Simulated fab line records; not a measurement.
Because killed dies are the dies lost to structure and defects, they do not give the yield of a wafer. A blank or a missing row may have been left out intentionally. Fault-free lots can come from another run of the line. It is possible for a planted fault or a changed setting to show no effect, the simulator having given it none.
Which of the tools did it?    flow sky130    Sampling: 13 lots, 39 wafers, 4 of 708 route steps

WHAT EACH GAUGE READ, for each wafer
SKY_FIELD_ISO_THK_MEAS_23.
lot   measured     on             FIELD_ISO_OXIDATION_01_THK (nm)
L247  day 2 13:28  film metro-04  9.97 9.90 9.88
L248  day 2 21:46  film metro-04  9.94 9.96 9.85
L249  day 3 01:58  film metro-03  10.12 10.24 10.42
L250  day 3 06:00  film metro-04  10.03 9.93 9.81
L252  day 3 16:57  film metro-02  10.02 9.87 9.97
L258  day 4 21:47  film metro-04  9.71 9.71 9.82
L259  day 5 03:59  film metro-02  10.35 10.03 10.30
L260  day 5 08:13  film metro-04  9.84 9.81 10.05
L261  day 5 16:47  film metro-04  9.71 9.77 9.80
L262  day 6 00:31  film metro-04  9.98 9.68 9.84
L265  day 6 10:46  film metro-04  9.45 9.46 9.38
L267  day 6 18:31  film metro-04  9.93 9.98 10.02
L266  day 6 19:46  film metro-04  10.19 10.00 10.03

SKY_LDD_P_TW_MEAS_11.
lot   measured      on             LDD_P_TW
L247  day 19 14:46  film metro-03  634 638 634
L248  day 20 05:44  film metro-01  637 635 635
L249  day 20 11:16  film metro-01  637 644 641
L250  day 20 18:10  film metro-03  631 634 637
L252  day 21 09:20  film metro-02  627 624 629
L258  day 23 16:05  film metro-01  640 646 641
L259  day 23 23:28  film metro-03  637 634 636
L260  day 24 13:02  film metro-03  635 633 636
L261  day 25 05:43  film metro-03  635 634 638
L262  day 25 12:23  film metro-02  633 628 630
L265  day 26 04:55  film metro-03  633 635 636
L267  day 26 07:26  film metro-02  629 631 629
L266  day 26 11:42  film metro-02  630 628 627

WHICH TOOL RAN EACH LOT (tool, then ch and the chambers of the sampled wafers, then the start)
lot   SKY_VT_ADJUST_HVTP_IMPLANT_09    SKY_POLY_GATE_ETCH_16
L247  implanter-02 ch 0, day 6 08:40   rie diel-04 ch 0,1, day 16 23:22
L248  implanter-04 ch 0, day 6 22:11   rie diel-04 ch 0,1, day 17 12:20
L249  implanter-02 ch 0, day 7 01:11   rie diel-01 ch 1,2, day 17 17:33
L250  implanter-01 ch 0, day 7 04:41   rie diel-04 ch 2,3, day 18 01:10
L252  implanter-02 ch 0, day 7 17:47   rie diel-04 ch 0,1,3, day 18 16:37
L258  implanter-02 ch 0, day 9 04:02   rie diel-01 ch 1,3, day 20 22:36
L259  implanter-02 ch 0, day 9 14:08   rie diel-01 ch 0,1, day 21 07:21
L260  implanter-04 ch 0, day 9 22:05   rie diel-01 ch 0,1,3, day 21 20:40
L261  implanter-04 ch 0, day 10 13:35  rie diel-02 ch 0,1,2, day 22 12:27
L262  implanter-04 ch 0, day 10 17:28  rie diel-04 ch 2,3, day 22 20:13
L265  implanter-04 ch 0, day 11 04:02  rie diel-02 ch 0,1, day 23 11:37
L267  implanter-01 ch 0, day 11 09:49  rie diel-01 ch 1,2, day 23 14:30
L266  implanter-01 ch 0, day 11 11:50  rie diel-01 ch 0,1,2, day 23 19:13
- SKY_VT_ADJUST_HVTP_IMPLANT_09
- SKY_POLY_GATE_ETCH_16: etches Si3N4 in CH3F/O2, stops on poly-Si, time 147.5 s, target depth 75 nm.

WHAT THE TOOLS THEMSELVES READ (means of the sampled wafers that have a number; where no wafer has one, the mark that the record gives instead)
SKY_VT_ADJUST_HVTP_IMPLANT_09.
lot   tool          beam energy keV
L247  implanter-02  149.99
L248  implanter-04  149.98
L249  implanter-02  150.02
L250  implanter-01  149.97
L252  implanter-02  149.98
L258  implanter-02  159.89
L259  implanter-02  159.90
L260  implanter-04  150.04
L261  implanter-04  150.04
L262  implanter-04  150.00
L265  implanter-04  150.03
L267  implanter-01  150.05
L266  implanter-01  150.01

SKY_POLY_GATE_ETCH_16.
lot   tool         drypump motor current A (A)  oes product au (a.u.)  throttle valve pct (%)
L247  rie diel-04  5.4                          0.643                  10.534
L248  rie diel-04  5.2                          0.641                  10.533
L249  rie diel-01  5.7                          0.641                  10.528
L250  rie diel-04  5.9                          0.642                  10.532
L252  rie diel-04  5.4                          0.641                  10.538
L258  rie diel-01  5.7                          0.637                  10.533
L259  rie diel-01  5.7                          0.637                  10.538
L260  rie diel-01  5.8                          0.635                  10.538
L261  rie diel-02  5.9                          0.643                  10.538
L262  rie diel-04  5.9                          0.640                  10.534
L265  rie diel-02  6.2                          0.641                  10.537
L267  rie diel-01  5.8                          0.647                  10.541
L266  rie diel-01  5.9                          0.643                  10.541

THE ANSWER, worked out from the rows above alone
Rule: what is usual is taken from the lots themselves. The widest of any qualifying gaps counts: lots, ordered by their means at a reading, are off when they make up no more than a third of the lots, leave a main group of 4 or more, and stand apart from it by 3 or more times the standard deviation of that group's means. Not used: any main group whose means are identical at the precision the tables above print for the reading. Also off: a lot with no number at a reading for which 4 or more lots have one. All remaining lots with rows at the step are treated as sound. First the gauges in route order, then the tools' own readings, where a lot's mean is used as printed above. At the first step where some lot is off, the reading lying furthest off is the one used; lots without a number count as furthest.
Off at SKY_VT_ADJUST_HVTP_IMPLANT_09 (beam energy keV): L258, L259. The main group has a mean of 150.01 with a standard deviation of 0.027.
A tool fits if, at that step or a process step before it, it ran every lot that is off, and no sound lot after the first of them. One fits: SKY_VT_ADJUST_HVTP_IMPLANT_09 on implanter-02. A fault onset in the window from L252 (day 7 17:47, its last sound lot) to L258 (day 9 04:02, its first lot off) fits.
The tool's own readings at SKY_VT_ADJUST_HVTP_IMPLANT_09 bear it out: on the lots that are off they differ by more than 5 times the standard deviation of the sound lots' means. beam energy keV reads 159.89 there against 150.01 on the sound lots.

WHAT HAD BEEN PUT IN BY THE SIMULATOR
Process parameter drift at SKY_VT_ADJUST_HVTP_IMPLANT_09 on implanter-02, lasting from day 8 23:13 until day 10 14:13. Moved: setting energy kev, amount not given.
Struck lots among those shown: L258, L259. The rule above reached the same finding.
